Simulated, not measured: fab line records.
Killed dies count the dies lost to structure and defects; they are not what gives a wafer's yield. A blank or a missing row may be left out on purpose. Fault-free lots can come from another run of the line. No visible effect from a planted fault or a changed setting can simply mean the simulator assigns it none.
The tool behind it: which one?    flow sky130    12 lots with 36 wafers sampled at 4 steps, on a route of 708 steps

## WHAT EACH GAUGE READ, for each wafer
SKY_FIELD_ISO_THK_MEAS_04.
lot   measured     on             FIELD_ISO_CVD_03_THK (nm)
L312  day 1 17:19  film_metro-01  165.2 163.5 163.9
L313  day 1 22:43  film_metro-01  162.8 162.9 163.3
L315  day 2 07:41  film_metro-01  163.8 164.2 163.3
L316  day 2 11:35  film_metro-03  164.8 164.4 165.6
L318  day 2 21:11  film_metro-03  165.0 165.5 166.4
L322  day 3 16:28  film_metro-03  164.9 165.8 166.3
L323  day 3 20:30  film_metro-04  164.2 164.4 162.8
L328  day 5 00:34  film_metro-01  164.7 165.1 166.1
L329  day 5 05:58  film_metro-04  165.9 167.1 166.7
L330  day 5 07:46  film_metro-04  164.0 163.3 163.0
L334  day 6 06:14  film_metro-01  164.2 163.1 164.4
L335  day 6 10:26  film_metro-01  164.3 164.6 163.6

SKY_VT_ADJUST_LVTN_TW_MEAS_10.
lot   measured      on             VT_ADJUST_LVTN_TW
L312  day 6 22:33   film_metro-01  241.9 241.5 241.7
L313  day 7 05:33   film_metro-01  242.6 241.8 243.5
L315  day 7 14:04   film_metro-03  242.3 241.4 240.7
L316  day 7 19:52   film_metro-01  244.0 240.9 243.4
L318  day 8 09:08   film_metro-03  243.6 242.5 243.2
L322  day 9 19:24   film_metro-01  216.7 215.6 216.1
L323  day 9 22:16   film_metro-03  214.4 215.4 216.6
L328  day 11 14:46  film_metro-02  241.8 242.2 243.1
L329  day 11 16:37  film_metro-03  240.5 241.8 242.1
L330  day 11 18:10  film_metro-02  240.7 242.4 243.2
L334  day 12 20:30  film_metro-01  243.3 243.0 243.2
L335  day 13 02:21  film_metro-02  242.7 243.0 242.6

SKY_VT_ADJUST_LVTN_OVL_MEAS_18.
lot   measured      on          VT_ADJUST_LVTN_01_OVL (nm)
L312  day 7 18:22   overlay-01  -1.9 1.0 0.8
L313  day 8 00:34   overlay-02  -4.1 -2.3 -2.8
L315  day 8 10:07   overlay-01  0.1 0.2 -0.6
L316  day 8 16:25   overlay-02  0.7 -1.0 0.2
L318  day 9 06:22   overlay-02  -1.1 1.2 0.7
L322  day 10 18:02  overlay-01  1.3 0.1 -1.5
L323  day 10 20:10  overlay-02  0.1 -0.3 0.0
L328  day 12 13:29  overlay-01  1.3 1.5 0.8
L329  day 12 15:37  overlay-01  0.8 -0.6 -1.1
L330  day 12 17:07  overlay-01  -1.2 -0.4 0.1
L334  day 13 14:47  overlay-02  0.6 0.2 1.0
L335  day 13 19:40  overlay-02  -3.4 -2.6 -4.9

## WHICH TOOL RAN EACH LOT (tool, then ch and the chambers of the sampled wafers, then the start)
lot   SKY_VT_ADJUST_LVTN_IMPLANT_08
L312  implanter-04 ch 0, day 6 22:18
L313  implanter-03 ch 0, day 7 05:18
L315  implanter-01 ch 0, day 7 13:51
L316  implanter-01 ch 0, day 7 19:37
L318  implanter-03 ch 0, day 8 08:55
L322  implanter-03 ch 0, day 9 19:09
L323  implanter-03 ch 0, day 9 22:03
L328  implanter-01 ch 0, day 11 14:32
L329  implanter-04 ch 0, day 11 16:23
L330  implanter-01 ch 0, day 11 17:56
L334  implanter-01 ch 0, day 12 20:15
L335  implanter-04 ch 0, day 13 02:06
- SKY_VT_ADJUST_LVTN_IMPLANT_08

## AS READ BY THE TOOLS THEMSELVES (means over the sampled wafers that have a number; for cases with no such wafer, the mark the record gives instead)
SKY_VT_ADJUST_LVTN_IMPLANT_08.
lot   tool          dose_ions_cm2  faraday_current_uA
L312  implanter-04  1.5711e+12     8.69
L313  implanter-03  1.5695e+12     8.84
L315  implanter-01  1.5721e+12     8.79
L316  implanter-01  1.5689e+12     8.88
L318  implanter-03  1.5709e+12     8.77
L322  implanter-03  1.0496e+12     5.98
L323  implanter-03  1.0490e+12     5.92
L328  implanter-01  1.5709e+12     8.91
L329  implanter-04  1.5683e+12     8.78
L330  implanter-01  1.5680e+12     8.82
L334  implanter-01  1.5692e+12     8.86
L335  implanter-04  1.5695e+12     8.85

## THE ANSWER, worked out from the rows above alone
Rule: usual is defined by the lots themselves. Put in order of their means at a reading, lots are off if they are a third of the lots or fewer, leave a main group of 4 or more, and stand apart from it by a gap of 3 or more times the standard deviation of the main group's means; of several such gaps the widest counts. If all means in a main group match to the digits the tables above print for the reading, that group is not used. A lot without any number at a reading at which 4 lots or more have one is off too. All remaining lots with rows at the step are treated as sound. Order of review: gauges by route order, followed by the tools' own readings, for which a lot's mean as printed above is used. The first step at which some lot is off is used, and at that step the reading that is off furthest; a lot without a number counts as furthest.
Off: L322, L323, seen at SKY_VT_ADJUST_LVTN_TW_MEAS_10 (VT_ADJUST_LVTN_TW). Mean 242.4 and standard deviation 0.61 in the main group.
If a tool, at a process step before that reading, ran all the lots that are off and no sound lot after the first of them, it fits. Not tried: the gauges at SKY_VT_ADJUST_LVTN_TW_MEAS_10; whatever is off there is also off at SKY_VT_ADJUST_LVTN_IMPLANT_08, on other tools, and gauge error can't account for it. One candidate fits, namely implanter-03 at SKY_VT_ADJUST_LVTN_IMPLANT_08. A fault onset in the window from L318 (day 8 08:55, its last sound lot) to L322 (day 9 19:09, its first lot off) fits.
The tool's own readings at SKY_VT_ADJUST_LVTN_IMPLANT_08 bear it out: on the lots that are off they differ by more than 5 times the standard deviation of the sound lots' means. dose_ions_cm2 reads 1.0493e+12 there against 1.5698e+12 on the sound lots; faraday_current_uA reads 5.95 there against 8.82 on the sound lots.

## WHAT HAD BEEN PUT IN BY THE SIMULATOR
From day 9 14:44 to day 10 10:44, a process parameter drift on implanter-03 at SKY_VT_ADJUST_LVTN_IMPLANT_08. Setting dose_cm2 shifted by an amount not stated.
Lots struck among those shown: L322, L323. The rule above found the same.
